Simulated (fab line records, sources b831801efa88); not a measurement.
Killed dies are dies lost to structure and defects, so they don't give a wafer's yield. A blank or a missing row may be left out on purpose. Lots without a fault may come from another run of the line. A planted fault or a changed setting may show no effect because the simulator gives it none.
Chamber matching | flow sky130 | SKY_CONTACT_CMP_04 on cmp-01: 4 sister chambers
The step polishes SiO2. 4 wafers are shown with their chamber, then 12 later ones without.

WAFERS WITH THEIR CHAMBER
wafer  | chamber | time_to_endpoint_s (s)
L085.1 | 3       | 90
L089.2 | 2       | 82
L089.3 | 0       | 80
L089.4 | 1       | 80

WAFERS WITHOUT THEIR CHAMBER
wafer  | time_to_endpoint_s (s)
L091.2 | 77
L091.4 | 76
L091.5 | 83
L093.2 | 83
L093.3 | 87
L093.5 | 84
L096.3 | 78
L096.4 | 80
L096.5 | 78
L097.3 | 80
L097.4 | 86
L097.5 | 85

WHICH CHAMBER EACH WENT THROUGH
wafer  | from the rows above               | in truth
L091.2 | can't be placed: 0 or 1 or 2      | 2
L091.4 | can't be placed: 0 or 1 or 2      | 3
L091.5 | can't be placed: 2 or 0 or 1      | 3
L093.2 | can't be placed: 2 or 0 or 1      | 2
L093.3 | can't be placed: 3 or 2 or 0 or 1 | 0
L093.5 | can't be placed: 2 or 0 or 1 or 3 | 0
L096.3 | can't be placed: 0 or 1 or 2      | 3
L096.4 | can't be placed: 0 or 1 or 2      | 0
L096.5 | can't be placed: 0 or 1 or 2      | 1
L097.3 | can't be placed: 0 or 1 or 2      | 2
L097.4 | can't be placed: 2 or 3 or 0 or 1 | 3
L097.5 | can't be placed: 2 or 0 or 1 or 3 | 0
Placed correctly: 0 of 12. Can't be placed from these rows: 12 (the true chamber is among the candidates in 9). Placed wrongly: 0.
How it was worked out, from the rows above alone: a wafer's distance from a chamber is the root of the sum, over the readings, of the square of ((its reading less the chamber's mean) divided by the reading's scatter). The wafer belongs to the nearest chamber; if the next one is less than 2 further off, it can't be placed. A chamber's mean is the mean of its shown wafers. The scatter: with one shown wafer a chamber, the root of the mean of the squares of how far each hidden wafer lies from its nearest shown one.
